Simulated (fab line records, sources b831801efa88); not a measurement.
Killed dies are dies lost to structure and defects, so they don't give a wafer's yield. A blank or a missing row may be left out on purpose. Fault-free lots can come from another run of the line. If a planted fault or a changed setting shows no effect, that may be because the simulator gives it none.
Matching of chambers | flow sky130 | 3 sister chambers for SKY_CONTACT_CVD_00 on pecvd-04
The step deposits Si3N4, target thk 75 nm. 6 wafers are shown with their chamber, then 7 later ones without.

## WAFERS, EACH WITH ITS CHAMBER
wafer  | chamber | heater power w (W)
L668.1 | 2       | 677
L668.2 | 1       | 696
L671.4 | 0       | 682
L671.6 | 2       | 756
L673.3 | 1       | 702
L673.4 | 0       | 617

## WAFERS WHOSE CHAMBER IS MISSING
wafer  | heater power w (W)
L673.5 | 823
L681.1 | 707
L681.3 | 703
L681.6 | 692
L684.1 | 701
L684.2 | 688
L684.4 | 809

## EACH ONE'S CHAMBER
wafer  | from the rows above          | in truth
L673.5 | can't be placed: 2 or 1 or 0 | 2
L681.1 | can't be placed: 1 or 2 or 0 | 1
L681.3 | can't be placed: 1 or 2 or 0 | 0
L681.6 | can't be placed: 1 or 2 or 0 | 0
L684.1 | can't be placed: 1 or 2 or 0 | 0
L684.2 | can't be placed: 1 or 2 or 0 | 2
L684.4 | can't be placed: 2 or 1 or 0 | 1
Correctly placed: 0 of 7. Unplaceable from these rows: 7, with the true chamber sitting among the candidates in 7. Number placed wrongly: 0.
How it was worked out, from the rows above alone: a wafer's distance from a chamber is the root of the sum, over the readings, of the square of ((its reading less the chamber's mean) divided by the reading's scatter). The wafer belongs to the nearest chamber; if the next one is less than 2 further off, it can't be placed. For every chamber, the mean is computed from those of its wafers that are shown. How the scatter is found: for the shown wafers, subtract from each reading the mean of its chamber, square and add these, divide the total by (wafers less chambers), then take the root.
